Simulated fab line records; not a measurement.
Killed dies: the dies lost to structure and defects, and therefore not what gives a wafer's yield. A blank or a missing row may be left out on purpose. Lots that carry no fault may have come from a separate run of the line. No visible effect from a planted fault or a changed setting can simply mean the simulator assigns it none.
One fault through the eyes of 2 desks ; flow sky130 ; numbers are kept per desk, each desk with only its own; the story behind them comes last

AT THE METROLOGY DESK
What the gauges read, lot by lot, whatever tool the lot ran on: means of the sampled wafers that have a number. The brackets show how far a lot's mean lies from the usual mean; more than 4 standard deviations puts the lot out of limits, marked OUT.
Columns: A = LDD_P_TW at SKY_LDD_P_TW_MEAS_11, usual 628; B = LDD_HVN_TW at SKY_LDD_HVN_TW_MEAS_10, usual 1417
lot;first seen here;A;B
L518;day 18 12:32;624;1413
L522;day 20 10:31;622;1411
L526;day 22 02:53;630;1265 (-24) OUT
L527;day 23 07:05;625;1272 (-23) OUT
L528;day 23 13:21;626;1411
L534;day 24 22:32;629;1418
L535;day 25 13:25;636;1418
L536;day 25 22:14;625;1421
L537;day 25 23:02;636;1416
L539;day 26 14:02;628;1412
L540;day 26 23:20;629;1413
This desk's finding: out of limits on L526, L527; first on L526, day 23 09:37 (LDD_HVN_TW at SKY_LDD_HVN_TW_MEAS_10). Within limits: L518, L522, L528, L534, L535, L536, L537, L539, L540.

TOOL OWNER'S DESK, implanter-01
The tool's own readings at SKY_LDD_HVN_IMPLANT_08, given as means over the sampled wafers that have a number, one for each lot that went through this tool. The brackets show how far a lot's mean lies from the usual mean; more than 4 standard deviations puts the lot out of limits, marked OUT.
Columns: A = beam on s at SKY_LDD_HVN_IMPLANT_08, usual 9.98 s; B = dose ions cm2 at SKY_LDD_HVN_IMPLANT_08, usual 2.999e+13; C = tilt deg at SKY_LDD_HVN_IMPLANT_08, usual 40.000 degrees
lot;first seen here;A;B;C
L522;day 21 17:56;9.85;2.995e+13;40.007
L526;day 23 09:22;10.03;2.998e+13;0.015 (-99 or more) OUT
L527;day 24 11:37;9.80;2.998e+13;0.003 (-99 or more) OUT
L535;day 26 17:04;10.04;2.996e+13;40.023
L536;day 27 01:37;10.09;3.002e+13;39.994
L537;day 27 02:22;10.04;3.004e+13;40.000
This desk's finding: out of limits on L526, L527; first on L526, day 23 09:22 (tilt deg at SKY_LDD_HVN_IMPLANT_08). Within limits: L522, L535, L536, L537.

ALL TOGETHER
An alarm could have come from the tool owner's desk at day 23 09:22, on L526, L527.
Metrology desk: alarm possible at day 23 09:37 on L526, L527.
All the named lots went through SKY_LDD_HVN_IMPLANT_08 on implanter-01.

WHAT THE SIMULATOR HAD PUT IN
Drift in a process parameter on implanter-01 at SKY_LDD_HVN_IMPLANT_08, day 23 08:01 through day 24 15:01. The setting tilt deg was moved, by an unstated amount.
Struck lots among those shown: L526, L527.
Time in hours from fault onset to the first out-of-limits reading at each desk: tool owner's desk 1, metrology desk 2.
